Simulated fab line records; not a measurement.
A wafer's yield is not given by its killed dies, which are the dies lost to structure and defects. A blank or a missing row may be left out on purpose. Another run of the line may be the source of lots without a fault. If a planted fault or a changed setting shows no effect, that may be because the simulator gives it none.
Chamber matching    flow sky130    SKY_CONTACT_ETCH_17 on rieDiel-01 has 4 sister chambers
The step etches SiO2 in C4F8/O2/Ar, stops on Si3N4, target depth 340 nm. 8 wafers are shown with their chamber, then 9 later ones without.

== WAFERS PAIRED WITH THEIR CHAMBERS ==
wafer   chamber  oesProductAu (a.u.)
L084.6  0        0.892
L086.5  1        0.890
L086.6  2        0.891
L088.1  1        0.893
L088.3  2        0.892
L093.2  3        0.897
L093.3  0        0.896
L093.5  3        0.895

== WAFERS WITHOUT THEIR CHAMBER ==
wafer   oesProductAu (a.u.)
L094.1  0.898
L094.2  0.887
L094.6  0.892
L095.1  0.902
L095.2  0.893
L095.3  0.894
L097.3  0.890
L097.4  0.899
L097.5  0.890

== EACH ONE'S CHAMBER ==
wafer   from the rows above                in truth
L094.1  can't be placed: 3 or 0            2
L094.2  can't be placed: 1 or 2 or 0       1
L094.6  can't be placed: 1 or 2 or 0 or 3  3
L095.1  can't be placed: 3 or 0            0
L095.2  can't be placed: 0 or 1 or 2 or 3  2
L095.3  can't be placed: 0 or 3 or 1 or 2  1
L097.3  can't be placed: 1 or 2 or 0       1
L097.4  can't be placed: 3 or 0            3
L097.5  can't be placed: 1 or 2 or 0       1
0 of 9 placed correctly. Cannot be placed on the basis of these rows: 9; the candidates contain the true chamber in 8. 0 placed wrongly.
How it was worked out, from the rows above alone: a wafer's distance from a chamber is the root of the sum, over the readings, of the square of ((its reading less the chamber's mean) divided by the reading's scatter). If the next closest chamber is less than 2 further off than the closest, the wafer can't be placed; otherwise it belongs to the closest. A chamber's mean is the mean of its shown wafers. The scatter: take each reading less its chamber's mean, square it, sum over the shown wafers, divide by the number of wafers less the number of chambers, and take the root.
